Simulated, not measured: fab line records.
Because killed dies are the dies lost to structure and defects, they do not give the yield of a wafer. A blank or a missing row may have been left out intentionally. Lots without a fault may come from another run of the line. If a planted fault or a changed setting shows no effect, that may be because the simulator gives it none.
A lot that was struck, set against a sound lot + flow sky130 + 14 out of 708 route steps
Sound: these wafers, L941.2, L941.4, L941.5. Struck: wafers L952.1, L952.3, L952.4. The cause is given at the end.
At each step with rows: each side's tool, then ch and its chambers, then its first start. Under that, the readings that differ: sound wafers + struck wafers + difference of the means + sigmas: that difference in standard deviations of wafers without a fault.
alike: readings whose means differ by less than 2 such deviations, and words and numbers that are the same on both sides. not compared: withheld readings, readings that some wafer has no value for, bounds like >300 that may hide the same value, and numbers for which the record gives no deviation and whose values overlap.
A row with sigmas, a row that says differs or no value, or rows on one side alone: a step with any of these is where the two part. Non-overlapping numbers with no deviation appear without sigmas and do not part them. Lack of a reading on every wafer of one side parts them only where that side has two or more wafers.

SKY_VIA3_ETCH_15: etches SiO2 in C4F8/O2/Ar, stops on TiN, target depth 507 nm, time 78 s.
  sound on rieDiel-04 ch 0,1,3, day 42 09:22; struck on rieDiel-03 ch 0,1,3, day 45 07:25
  alike: oesProductAu, rfFwdPowerW
  not compared: rfHoursCounterH
SKY_VIA3_STRIP_16: strips in O2/N2.
  sound on plasmaAsher-01 ch 0,1, day 42 09:25; struck on plasmaAsher-04 ch 0,1, day 45 07:28
  alike: drypumpMotorCurrentA, oesProductAu, stripTimeToEndpointS
  not compared: rfHoursCounterH
then, 3 steps without rows for these wafers: SKY_VIA3_STRIP_17 (strips in post etch residue remover, time 1200 s); SKY_VIA3_CLEAN_18 (cleans in IPA, time 180 s); SKY_VIA3_CLEAN_19 (cleans in O3/DIW).
SKY_VIA3_SPUTTER_20: material TiN, target thk 20 nm, time 80 s.
  struck on pvdSputter-01, day 45 08:07; sound on pvdSputter-01, day 42 10:01
  alike: cathodeDcPowerW, chamberPressurePa, throttleValvePct
then, 1 step without rows for these wafers: SKY_VIA3_CVD_21 (deposits W, target thk 390 nm, time 117.31 s).
SKY_VIA3_RS_MEAS_22: the measuring method here is four-point-probe.
  struck on filmMetro-01, day 45 08:18; sound on filmMetro-01, day 42 10:13
  alike: VIA3_W_RS
SKY_VIA3_THK_MEAS_23: measures by xrf.
  struck on filmMetro-01, day 45 08:25; sound on filmMetro-01, day 42 10:20
  alike: VIA3_W_THK
SKY_VIA3_CMP_24: polishes, stops on SiO2, t overpolish 20 s, target thk 0 nm.
  sound on cmp-02 ch 1,2,3, day 42 10:55; struck on cmp-01 ch 1,2,3, day 45 08:29
  alike: motorCurrentA, overpolishRunS, platenRpm, timeToEndpointS
then, 2 steps without rows for these wafers: SKY_METAL4_SPUTTER_00 (material Ti, target thk 15 nm, time 10 s); SKY_METAL4_SPUTTER_01 (material TiN, target thk 20 nm, time 16.7 s).
SKY_METAL4_SPUTTER_02: material AlCu, target thk 735 nm, time 39.1 s.
  struck on pvdSputter-03, day 45 08:50; sound on pvdSputter-03, day 42 11:10
  no value came back on the struck wafers for cathodeDcPowerW (W), chamberPressurePa (Pa), throttleValvePct (%); on the sound wafers cathodeDcPowerW (W) reads 10599 10596 10600
SKY_METAL4_SPUTTER_03: material Ti, target thk 5 nm, time 3.3 s.
  struck on pvdSputter-03, day 45 08:52; sound on pvdSputter-03, day 42 11:12
  alike: cathodeDcPowerW, chamberPressurePa, throttleValvePct

== WHERE THEY PART ==
SKY_METAL4_SPUTTER_02 only, going by this record. Later steps at which nothing parts them and some readings are alike: SKY_METAL4_SPUTTER_03.

WHY: whatever the simulator had introduced
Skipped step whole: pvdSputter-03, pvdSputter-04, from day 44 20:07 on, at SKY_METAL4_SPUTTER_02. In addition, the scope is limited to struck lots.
